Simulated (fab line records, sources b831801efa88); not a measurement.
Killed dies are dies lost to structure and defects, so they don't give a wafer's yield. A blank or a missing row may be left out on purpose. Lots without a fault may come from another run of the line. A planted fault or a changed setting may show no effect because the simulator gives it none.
Which tool did it? | flow gf180mcu | 7 lots, 21 wafers sampled, at 2 steps of a route of 602

WHAT THE GAUGES READ, wafer by wafer
GF_TOP_METAL_RS_MEAS_05: measures by four-point-probe.
lot  | measured     | on            | TOP_METAL_ALCU_RS (ohm/sq)
L590 | day 27 20:09 | film_metro-04 | 0.0326 0.0323 0.0323
L593 | day 28 17:00 | film_metro-03 | 0.0329 0.0324 0.0326
L596 | day 29 17:25 | film_metro-04 | 0.0328 0.0327 0.0324
L600 | day 31 04:39 | film_metro-02 | 0.0328 0.0333 0.0329
L605 | day 32 07:16 | film_metro-03 | 0.0331 0.0332 0.0331
L608 | day 32 20:59 | film_metro-02 | 0.0333 0.0333 0.0333
L611 | day 33 17:07 | film_metro-03 | 0.0333 0.0330 0.0331

WHICH TOOL RAN EACH LOT (tool, then ch and the chambers of the sampled wafers, then the start)
lot  | GF_TOP_METAL_SPUTTER_00
L590 | pvd_sputter-04, day 27 19:56
L593 | pvd_sputter-01, day 28 16:43
L596 | pvd_sputter-03, day 29 17:11
L600 | pvd_sputter-03, day 31 04:26
L605 | pvd_sputter-03, day 32 06:59
L608 | pvd_sputter-01, day 32 20:46
L611 | pvd_sputter-01, day 33 16:53
- GF_TOP_METAL_SPUTTER_00: material Ti, target thk 37.5 nm, time 150 s.

THE ANSWER, worked out from the rows above alone
Rule: what is usual is taken from the lots themselves. Put in order of their means at a reading, lots are off if they are a third of the lots or fewer, leave a main group of 4 or more, and stand apart from it by a gap of 3 or more times the standard deviation of the main group's means; of several such gaps the widest counts. A main group whose means are all the same, to the digits that the tables above print for the reading, isn't used. A lot without any number at a reading at which 4 lots or more have one is off too. The other lots that the step has rows for count as sound.
No lot is off at any reading shown: from this, nothing can be told.

WHAT THE SIMULATOR HAD PUT IN
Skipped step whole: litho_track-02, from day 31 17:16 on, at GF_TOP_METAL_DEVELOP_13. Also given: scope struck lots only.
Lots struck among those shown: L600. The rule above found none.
